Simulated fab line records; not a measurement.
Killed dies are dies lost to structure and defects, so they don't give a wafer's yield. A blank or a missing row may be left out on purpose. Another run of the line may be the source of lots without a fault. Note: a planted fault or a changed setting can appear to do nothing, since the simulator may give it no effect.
fab line records    flow sky130
record lots=12  wafers=36  last_day=50
route steps=708 shown SD_N@352 LOCAL_INTERCONNECT@402 VIA1@460
lots untouched by any fault: they come from a run of this same line in which no faults occurred
start_h: hours from the record's first day to the start of the lot's first wafer shown    wait_h: time in hours since the lot's previous step    " the same as in the row above    L1.1+2: a row that stands for several wafers    - no value, or no start given    * or withheld: withheld    < > ~ a bound
route shown NAME@n: NAME is a module with steps in the file, n the number in the route of the first one    usual: mean/standard deviation of fault-free wafers    same: alike in all rows    chamber/n: place in a boat    sites: per-site readings    _std_site: the standard deviation of these    _edge_site: mean of outer sites minus mean of inner sites    radius_mm: for every site, how far away it sits from the centre of the wafer    mask NAME#n: copy n    behind: the last tool/chamber to shape the wafer    hold: why the lot was held/for how many hours/how that ended    device: the transistor (n, p or np) that didn't switch    end of line: the tests these same wafers got at the end of their route    for a step that has no rows: nothing shown but its recipe    killed: dies lost to structure and defects at the first sort, not the wafer's yield    map: a wafer's dies, x killed, . not, _ none there
set.NAME: the setting as run; set.NAME@STEP: as run at that earlier step    model.NAME: the simulator's own value behind a step, which no gauge read
steps of the route over a sample of lots; a table a step, a row a wafer
services: when a tool's chamber went out of use (start_h, in hours from the record's first day, below 0 if earlier), for how many hours, and the reason
## steps
# step SKY_SD_N_IMPLANT_10
# recipe species=P  energy_kev=20  dose_cm2=1e+14  tilt_deg=0
# usual dose_ions_cm2=1.0004e+14/1.2e+11  faraday_current_uA=508/35
lot.wafer  tool          chamber  start_h  wait_h  dose_ions_cm2  faraday_current_uA
L878.2     implanter-03  0        649.18   0.1     1.0006e+14     471
L878.3     "             0        "        "       1.0015e+14     466
L878.4     "             0        "        "       1.002e+14      476
L881.1     implanter-03  0        660.62   0.1     9.991e+13      480
L881.4     "             0        "        "       9.999e+13      479
L881.6     "             0        "        "       1.0002e+14     468
L880.2     implanter-01  0        664.93   0.1     1.0008e+14     522
L880.5     "             0        "        "       9.996e+13      514
L880.6     "             0        "        "       1.0003e+14     525
L882.2     implanter-01  0        671.73   0.1     1.0005e+14     499
L882.3     "             0        "        "       1.0016e+14     506
L882.6     "             0        "        "       1.0012e+14     508
L885.2     implanter-02  0        707.03   0.1     1.0005e+14     563
L885.3     "             0        "        "       1.0012e+14     575
L885.4     "             0        "        "       1.0008e+14     577
L886.2     implanter-01  0        707.25   0.1     1.0001e+14     507
L886.4     "             0        "        "       1.0011e+14     501
L886.6     "             0        "        "       1.0006e+14     528
L887.3     implanter-02  0        714.46   0.1     9.994e+13      549
L887.4     "             0        "        "       1e+14          570
L887.5     "             0        "        "       1.0002e+14     573
L888.2     implanter-01  0        727.08   0.1     1.0004e+14     508
L888.3     "             0        "        "       9.994e+13      529
L888.5     "             0        "        "       9.995e+13      488
L892.1     implanter-01  0        756.47   0.1     4.039e+13      233
L892.3     "             0        "        "       4.024e+13      223
L892.5     "             0        "        "       4.028e+13      234
L893.2     implanter-01  0        762.60   0.1     4.023e+13      226
L893.4     "             0        "        "       4.018e+13      220
L893.5     "             0        "        "       4.015e+13      223
L899.3     implanter-03  0        806.86   0.1     1.0007e+14     478
L899.4     "             0        "        "       1.0011e+14     458
L899.6     "             0        "        "       1.0035e+14     471
L901.2     implanter-01  0        828.58   0.1     1.0021e+14     501
L901.3     "             0        "        "       1.0004e+14     501
L901.5     "             0        "        "       1.0026e+14     495
# step SKY_SD_N_RS_MEAS_16
# recipe thk_meas_gauge=four-point-probe
# usual SD_N_RS=68.52/0.17
lot.wafer  tool           chamber  start_h  wait_h  SD_N_RS[ohm/sq]
L878.2     film_metro-04  -        649.71   0.1     68.40
L878.3     "              -        "        "       68.58
L878.4     "              -        "        "       68.53
L881.1     film_metro-03  -        661.16   0.1     68.62
L881.4     "              -        "        "       68.54
L881.6     "              -        "        "       68.58
L880.2     film_metro-02  -        665.46   0.1     68.37
L880.5     "              -        "        "       68.36
L880.6     "              -        "        "       68.36
L882.2     film_metro-02  -        672.31   0.1     68.43
L882.3     "              -        "        "       68.56
L882.6     "              -        "        "       68.53
L885.2     film_metro-02  -        707.56   0.1     68.24
L885.3     "              -        "        "       68.25
L885.4     "              -        "        "       68.23
L886.2     film_metro-04  -        707.83   0.1     68.59
L886.4     "              -        "        "       68.58
L886.6     "              -        "        "       68.53
L887.3     film_metro-04  -        714.98   0.1     68.46
L887.4     "              -        "        "       68.57
L887.5     "              -        "        "       68.57
L888.2     film_metro-04  -        727.61   0.1     68.75
L888.3     "              -        "        "       68.70
L888.5     "              -        "        "       68.72
L892.1     film_metro-03  -        757.01   0.1     69.95
L892.3     "              -        "        "       69.86
L892.5     "              -        "        "       70.10
L893.2     film_metro-02  -        763.13   0.1     69.80
L893.4     "              -        "        "       69.61
L893.5     "              -        "        "       69.70
L899.3     film_metro-02  -        807.38   0.1     68.45
L899.4     "              -        "        "       68.07
L899.6     "              -        "        "       68.37
L901.2     film_metro-04  -        829.12   0.1     68.65
L901.3     "              -        "        "       68.70
L901.5     "              -        "        "       68.63
# step SKY_LOCAL_INTERCONNECT_STRIP_15
# recipe chemistry=O2/N2  power_w=1400  pressure_mtorr=1500  platen_temp_c=withheld  o2_flow_sccm=3000  n2_flow_sccm=300  overash_fraction=0.5
# usual drypump_motor_current_A=5.5/0.43  n2_flow_sccm=300.0/0.86  oes_product_au=0.427/0.0047  strip_time_to_endpoint_s=4.725/0.025
lot.wafer  tool             chamber  start_h  wait_h  drypump_motor_current_A  n2_flow_sccm  oes_product_au  rf_hours_counter_h  strip_time_to_endpoint_s
L878.2     plasma_asher-01  0        705.07   0.0     4.8                      300.9         0.423           102                 4.702
L878.3     "                0        "        "       4.8                      299.8         0.424           -                   4.717
L878.4     "                1        "        "       6.2                      299.6         0.423           -                   4.737
L881.1     plasma_asher-02  1        717.01   0.0     5.4                      301.2         0.431           60                  4.761
L881.4     "                1        "        "       5.4                      300.5         0.425           -                   4.707
L881.6     "                0        "        "       5.3                      300.5         0.426           -                   4.707
L880.2     plasma_asher-02  1        722.24   0.1     5.4                      300.6         0.424           60                  4.743
L880.5     "                1        "        "       5.4                      300.5         0.431           -                   4.725
L880.6     "                0        "        "       5.3                      299.7         0.428           -                   4.745
L882.2     plasma_asher-03  0        727.01   0.0     5.4                      298.7         0.428           88                  4.732
L882.3     "                1        "        "       5.7                      300.5         0.432           -                   4.729
L882.6     "                1        "        "       5.7                      299.7         0.430           -                   4.725
L885.2     plasma_asher-02  1        762.67   0.0     5.3                      299.5         0.419           65                  4.714
L885.3     "                0        "        "       5.3                      300.1         0.421           -                   4.682
L885.4     "                1        "        "       5.4                      300.4         0.427           -                   4.687
L886.2     plasma_asher-02  1        763.19   0.0     5.3                      300.2         0.430           65                  4.760
L886.4     "                0        "        "       5.3                      300.6         0.433           -                   4.684
L886.6     "                0        "        "       5.3                      301.5         0.431           -                   4.689
L887.3     plasma_asher-02  0        770.97   0.1     5.3                      299.5         0.427           -                   4.769
L887.4     "                1        "        "       5.4                      299.3         0.423           -                   4.707
L887.5     "                0        "        "       5.3                      299.6         0.428           -                   4.780
L888.2     plasma_asher-01  0        782.79   0.0     4.8                      301.4         0.436           4                   4.696
L888.3     "                1        "        "       6.3                      300.3         0.427           -                   4.700
L888.5     "                1        "        "       6.2                      298.9         0.416           -                   4.715
L892.1     plasma_asher-01  0        813.12   0.0     4.8                      299.8         0.423           7                   4.720
L892.3     "                1        "        "       6.2                      300.1         0.426           -                   4.712
L892.5     "                1        "        "       6.2                      301.2         0.418           -                   4.734
L893.2     plasma_asher-03  0        818.67   0.0     5.4                      301.2         0.432           95                  4.693
L893.4     "                0        "        "       5.4                      300.1         0.421           -                   4.695
L893.5     "                1        "        "       5.7                      297.9         0.425           -                   4.710
L899.3     plasma_asher-02  0        864.12   0.1     5.3                      301.5         0.427           -                   4.721
L899.4     "                1        "        "       5.4                      301.8         0.424           -                   4.709
L899.6     "                1        "        "       5.4                      301.9         0.421           -                   4.709
L901.2     plasma_asher-01  1        885.83   0.0     6.2                      299.6         0.434           14                  4.727
L901.3     "                0        "        "       4.8                      297.6         0.423           -                   4.726
L901.5     "                1        "        "       6.2                      300.4         0.425           -                   4.751
# step SKY_VIA1_CMP_02
# recipe material=SiO2  down_force_psi=4  platen_rpm=60  pad_velocity_m_s=0.94248
# usual motor_current_A=12.2/1  slurry_filter_dp_kPa=13.51/0.13
lot.wafer  tool    chamber  start_h  wait_h  motor_current_A  slurry_filter_dp_kPa
L878.2     cmp-02  3        760.44   0.1     13.7             13.56
L878.4     "       0        "        "       10.9             13.49
L878.3     "       1        "        "       13.2             13.43
L881.1     cmp-01  3        773.57   0.1     12.6             13.54
L881.4     "       1        "        "       12.6             13.50
L881.6     "       0        "        "       10.6             13.57
L880.2     cmp-02  0        780.04   0.1     11.1             13.45
L880.6     "       2        "        "       11.8             13.60
L880.5     "       3        "        "       13.1             13.39
L882.2     cmp-02  2        784.23   0.0     12.3             13.19
L882.3     "       0        "        "       10.9             13.48
L882.6     "       2        "        "       11.6             13.55
L885.3     cmp-02  2        819.09   0.0     11.4             13.65
L885.4     "       3        "        "       12.6             13.57
L885.2     "       1        "        "       13.0             13.44
L886.4     cmp-02  2        820.86   0.0     11.4             13.49
L886.2     "       0        "        "       11.1             13.67
L886.6     "       3        "        "       12.4             13.43
L887.4     cmp-01  2        828.20   0.1     13.1             13.50
L887.3     "       3        "        "       12.3             13.61
L887.5     "       0        "        "       10.7             13.37
L888.2     cmp-01  0        839.90   0.1     10.9             13.42
L888.3     "       2        "        "       14.0             13.38
L888.5     "       3        "        "       12.0             13.64
L892.1     cmp-02  2        871.78   0.1     11.7             13.32
L892.3     "       3        "        "       12.4             13.44
L892.5     "       1        "        "       13.0             13.52
L893.4     cmp-01  1        877.16   0.1     12.7             13.48
L893.2     "       2        "        "       13.3             13.81
L893.5     "       0        "        "       9.6              13.31
L899.4     cmp-02  0        922.16   0.0     11.2             13.42
L899.3     "       3        "        "       12.7             13.52
L899.6     "       1        "        "       12.4             13.44
L901.2     cmp-01  0        942.36   0.0     10.4             13.56
L901.3     "       1        "        "       12.8             13.42
L901.5     "       1        "        "       12.9             13.74
# step SKY_VIA1_CD_MEAS_12
# recipe target_cd_nm=150
# usual cd_nm=150.4/1.7
lot.wafer  tool       chamber  start_h  wait_h  cd_nm
L878.2     cd_sem-02  -        786.47   -       149.2
L878.3     "          -        "        "       150.1
L878.4     "          -        "        "       150.9
L881.1     cd_sem-01  -        799.82   -       147.8
L881.4     "          -        "        "       148.2
L881.6     "          -        "        "       147.3
L880.2     cd_sem-02  -        806.22   -       151.5
L880.5     "          -        "        "       152.7
L880.6     "          -        "        "       152.7
L882.2     cd_sem-01  -        811.22   -       149.4
L882.3     "          -        "        "       148.5
L882.6     "          -        "        "       149.2
L885.2     cd_sem-01  -        846.24   -       149.9
L885.3     "          -        "        "       148.9
L885.4     "          -        "        "       148.5
L886.2     cd_sem-01  -        848.22   -       152.7
L886.4     "          -        "        "       151.5
L886.6     "          -        "        "       151.7
L887.3     cd_sem-02  -        855.11   -       150.1
L887.4     "          -        "        "       150.5
L887.5     "          -        "        "       150.6
L888.2     cd_sem-01  -        867.04   -       150.6
L888.3     "          -        "        "       147.9
L888.5     "          -        "        "       148.3
L892.1     cd_sem-02  -        898.16   -       148.4
L892.3     "          -        "        "       150.2
L892.5     "          -        "        "       148.3
L893.2     cd_sem-02  -        903.58   -       150.2
L893.4     "          -        "        "       149.4
L893.5     "          -        "        "       150.0
L899.3     cd_sem-02  -        947.66   -       151.7
L899.4     "          -        "        "       152.1
L899.6     "          -        "        "       152.0
L901.2     cd_sem-02  -        966.03   -       150.8
L901.3     "          -        "        "       150.6
L901.5     "          -        "        "       150.1
## services
tool             chamber  start_h  hours  kind
plasma_asher-01  -        638.17   2.9    repair
implanter-01     -        651.55   10.9   repair
cmp-02           -        671.51   4.1    repair
implanter-01     -        709.68   4.5    pm
implanter-03     -        719.14   3.7    pm
plasma_asher-01  -        733.75   9.0    pm
cmp-01           -        734.28   5.3    pm
implanter-03     -        739.19   23.6   pm
plasma_asher-02  -        742.75   2.8    pm
cmp-02           -        744.15   4.0    pm
cmp-01           -        760.69   12.0   repair
cmp-01           -        761.54   5.8    repair
cmp-01           -        767.95   1.6    repair
cmp-01           -        779.22   39.5   repair
cmp-01           -        818.76   6.6    pm
cmp-02           -        825.40   4.7    pm
cmp-01           -        837.35   2.5    repair
cmp-02           -        854.77   0.2    repair
implanter-03     -        883.07   2.7    repair
implanter-01     -        895.61   2.5    repair
cmp-01           -        913.19   4.0    pm
implanter-01     -        915.56   1.9    repair
implanter-03     -        925.24   1.3    repair
cmp-01           -        938.44   2.2    repair
## key
first_sign step=SKY_SD_N_IMPLANT_10  reading=dose_ions_cm2  direction=down  sigmas=99+  usual=*  struck=*
effect step=SKY_SD_N_IMPLANT_10  reading=faraday_current_uA  direction=down  sigmas=8.2  usual=508  struck=226
effect step=SKY_SD_N_RS_MEAS_16  reading=SD_N_RS  direction=up  sigmas=7.9  usual=68.52  struck=69.84
met_at SKY_SD_N_IMPLANT_10
struck_lots L892,L893
tester_left_out L892,L893
not_acting_at SKY_LOCAL_INTERCONNECT_STRIP_15,SKY_VIA1_CMP_02,SKY_VIA1_CD_MEAS_12
onset_between 727.08 756.47
fault kind=process_parameter_drift  tool=implanter-01  chamber=-  onset_h=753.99  steps=SKY_SD_N_IMPLANT_10  channel=dose_cm2  offset=*  shape=step  end_h=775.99  acts_in=*  stated=*
# tester_left_out: of these lots the tester's yield and bins aren't shown, on N5 and GAA mostly nor the transistor test; their killed dies are dies lost to structure and defects alone, not to doping, threshold or leakage, so they don't give the yield
